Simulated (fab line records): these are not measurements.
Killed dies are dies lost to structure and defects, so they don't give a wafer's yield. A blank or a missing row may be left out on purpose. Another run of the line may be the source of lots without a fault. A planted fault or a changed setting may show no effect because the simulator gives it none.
Which tool did it? / flow gf180mcu / 13 lots with 39 wafers sampled at 4 steps, on a route of 602 steps

== WHAT THE GAUGES READ, wafer by wafer ==
GF_V4_THK_MEAS_01. Usual: for V4_CVD_00_THK the level is 602 nm and the standard deviation is 6.3.
lot=L190; measured=day 23 14:59; on=film_metro-04; V4_CVD_00_THK (nm)=598 598 596; flag=
lot=L191; measured=day 24 05:53; on=film_metro-01; V4_CVD_00_THK (nm)=600 600 600; flag=
lot=L194; measured=day 24 19:08; on=film_metro-04; V4_CVD_00_THK (nm)=605 603 600; flag=
lot=L195; measured=day 25 06:13; on=film_metro-01; V4_CVD_00_THK (nm)=602 601 601; flag=
lot=L197; measured=day 26 01:18; on=film_metro-03; V4_CVD_00_THK (nm)=595 597 602; flag=
lot=L198; measured=day 26 02:04; on=film_metro-01; V4_CVD_00_THK (nm)=607 608 602; flag=
lot=L199; measured=day 26 13:26; on=film_metro-03; V4_CVD_00_THK (nm)=598 604 603; flag=
lot=L200; measured=day 26 20:41; on=film_metro-01; V4_CVD_00_THK (nm)=596 597 598; flag=
lot=L201; measured=day 27 05:55; on=film_metro-04; V4_CVD_00_THK (nm)=604 605 602; flag=
lot=L202; measured=day 27 11:55; on=film_metro-03; V4_CVD_00_THK (nm)=602 599 607; flag=
lot=L203; measured=day 27 17:16; on=film_metro-01; V4_CVD_00_THK (nm)=598 596 598; flag=
lot=L205; measured=day 28 12:08; on=film_metro-03; V4_CVD_00_THK (nm)=600 605 608; flag=
lot=L209; measured=day 29 14:36; on=film_metro-04; V4_CVD_00_THK (nm)=603 601 598; flag=

GF_M5_CD_MEAS_07: target cd 280 nm. Usual: cd_nm at 280.3 nm, with a standard deviation of 1.5.
lot=L190; measured=day 26 10:06; on=cd_sem-02; cd_nm (nm)=279.7 280.6 279.7; flag=
lot=L191; measured=day 26 23:15; on=cd_sem-01; cd_nm (nm)=278.3 279.6 277.5; flag=
lot=L194; measured=day 27 12:41; on=cd_sem-01; cd_nm (nm)=278.8 279.0 278.9; flag=
lot=L195; measured=day 27 22:20; on=cd_sem-01; cd_nm (nm)=280.1 280.2 279.3; flag=
lot=L197; measured=day 28 18:06; on=cd_sem-01; cd_nm (nm)=278.3 279.8 278.2; flag=
lot=L198; measured=day 28 17:47; on=cd_sem-01; cd_nm (nm)=281.2 281.0 282.0; flag=
lot=L199; measured=day 29 02:43; on=cd_sem-02; cd_nm (nm)=278.9 278.1 278.3; flag=
lot=L200; measured=day 29 17:19; on=cd_sem-01; cd_nm (nm)=279.5 278.7 278.7; flag=
lot=L201; measured=day 29 19:19; on=cd_sem-02; cd_nm (nm)=281.1 281.8 281.3; flag=
lot=L202; measured=day 30 00:15; on=cd_sem-01; cd_nm (nm)=279.0 280.4 280.7; flag=
lot=L203; measured=day 30 06:11; on=cd_sem-01; cd_nm (nm)=281.6 281.9 281.6; flag=
lot=L205; measured=day 30 21:49; on=cd_sem-02; cd_nm (nm)=280.2 279.5 280.0; flag=
lot=L209; measured=day 31 23:44; on=cd_sem-02; cd_nm (nm)=278.7 278.1 277.4; flag=

GF_TOP_METAL_RS_MEAS_05: measures by four-point-probe. Usual: for TOP_METAL_ALCU_RS the level is 0.0327 ohm/sq and the standard deviation is 0.00041.
lot=L190; measured=day 27 09:35; on=film_metro-04; TOP_METAL_ALCU_RS (ohm/sq)=0.0324 0.0327 0.0329; flag=
lot=L191; measured=day 27 22:51; on=film_metro-01; TOP_METAL_ALCU_RS (ohm/sq)=0.0329 0.0329 0.0323; flag=
lot=L194; measured=day 28 11:50; on=film_metro-02; TOP_METAL_ALCU_RS (ohm/sq)=0.0327 0.0330 0.0327; flag=
lot=L195; measured=day 28 21:43; on=film_metro-04; TOP_METAL_ALCU_RS (ohm/sq)=0.0329 0.0328 0.0329; flag=
lot=L197; measured=day 29 16:13; on=film_metro-04; TOP_METAL_ALCU_RS (ohm/sq)=0.0323 0.0326 0.0326; flag=
lot=L198; measured=day 29 15:53; on=film_metro-02; TOP_METAL_ALCU_RS (ohm/sq)=0.0331 0.0329 0.0333; flag=
lot=L199; measured=day 30 00:52; on=film_metro-04; TOP_METAL_ALCU_RS (ohm/sq)=0.0328 0.0329 0.0327; flag=
lot=L200; measured=day 30 14:54; on=film_metro-02; TOP_METAL_ALCU_RS (ohm/sq)=0.0327 0.0326 0.0322; flag=
lot=L201; measured=day 30 17:08; on=film_metro-01; TOP_METAL_ALCU_RS (ohm/sq)=0.0329 0.0331 0.0328; flag=
lot=L202; measured=day 30 22:17; on=film_metro-01; TOP_METAL_ALCU_RS (ohm/sq)=0.0329 0.0325 0.0321; flag=
lot=L203; measured=day 31 03:05; on=film_metro-02; TOP_METAL_ALCU_RS (ohm/sq)=0.0329 0.0335 0.0329; flag=
lot=L205; measured=day 31 18:32; on=film_metro-01; TOP_METAL_ALCU_RS (ohm/sq)=0.0329 0.0328 0.0335; flag=
lot=L209; measured=day 32 18:44; on=film_metro-02; TOP_METAL_ALCU_RS (ohm/sq)=0.0324 0.0325 0.0324; flag=

== EACH LOT AND THE TOOL THAT RAN IT (in order: tool; ch and the chambers of the sampled wafers; start) ==
lot=L190; GF_M1_SPUTTER_00=pvd_sputter-02, day 16 09:33
lot=L191; GF_M1_SPUTTER_00=pvd_sputter-04, day 16 19:55
lot=L194; GF_M1_SPUTTER_00=pvd_sputter-01, day 17 14:31
lot=L195; GF_M1_SPUTTER_00=pvd_sputter-01, day 18 01:17
lot=L197; GF_M1_SPUTTER_00=pvd_sputter-01, day 18 20:37
lot=L198; GF_M1_SPUTTER_00=pvd_sputter-04, day 18 22:15
lot=L199; GF_M1_SPUTTER_00=pvd_sputter-04, day 19 11:08
lot=L200; GF_M1_SPUTTER_00=pvd_sputter-01, day 19 21:25
lot=L201; GF_M1_SPUTTER_00=pvd_sputter-04, day 20 06:19
lot=L202; GF_M1_SPUTTER_00=pvd_sputter-04, day 20 15:42
lot=L203; GF_M1_SPUTTER_00=pvd_sputter-02, day 20 21:01
lot=L205; GF_M1_SPUTTER_00=pvd_sputter-02, day 21 20:01
lot=L209; GF_M1_SPUTTER_00=pvd_sputter-04, day 23 03:02
- GF_M1_SPUTTER_00: material Ti, target thk 37.5 nm, time 150 s.

== WHAT THE TOOLS THEMSELVES READ (means of the sampled wafers that have a number; where no wafer has one, the mark that the record gives instead) ==
GF_M1_SPUTTER_00. Usual: throttle_valve_pct at 29.7 %, with a standard deviation of 0.89.
lot=L190; tool=pvd_sputter-02; throttle_valve_pct (%)=30.1; flag=
lot=L191; tool=pvd_sputter-04; throttle_valve_pct (%)=29.1; flag=
lot=L194; tool=pvd_sputter-01; throttle_valve_pct (%)=29.9; flag=
lot=L195; tool=pvd_sputter-01; throttle_valve_pct (%)=29.2; flag=
lot=L197; tool=pvd_sputter-01; throttle_valve_pct (%)=30.1; flag=
lot=L198; tool=pvd_sputter-04; throttle_valve_pct (%)=29.1; flag=
lot=L199; tool=pvd_sputter-04; throttle_valve_pct (%)=28.9; flag=
lot=L200; tool=pvd_sputter-01; throttle_valve_pct (%)=30.4; flag=
lot=L201; tool=pvd_sputter-04; throttle_valve_pct (%)=29.2; flag=
lot=L202; tool=pvd_sputter-04; throttle_valve_pct (%)=30.5; flag=
lot=L203; tool=pvd_sputter-02; throttle_valve_pct (%)=30.1; flag=
lot=L205; tool=pvd_sputter-02; throttle_valve_pct (%)=29.5; flag=
lot=L209; tool=pvd_sputter-04; throttle_valve_pct (%)=29.7; flag=

== THE ANSWER, worked out from the rows above alone ==
Rule: take the mean of a lot's wafers that have a number; if it is more than 3 standard deviations from the usual mean, the lot is off. Also off: a lot with no number at a reading for which 4 or more lots have one. Any other lot the step has rows for is counted as sound. The gauges are gone through in route order, then the tools' own readings, and for those a lot's mean is taken as printed above. The first step at which some lot is off is used, and at that step the reading that is off furthest; a lot without a number counts as furthest.
Nothing can be told from this: no lot is off at any reading shown.

== WHAT HAD BEEN PUT IN BY THE SIMULATOR ==
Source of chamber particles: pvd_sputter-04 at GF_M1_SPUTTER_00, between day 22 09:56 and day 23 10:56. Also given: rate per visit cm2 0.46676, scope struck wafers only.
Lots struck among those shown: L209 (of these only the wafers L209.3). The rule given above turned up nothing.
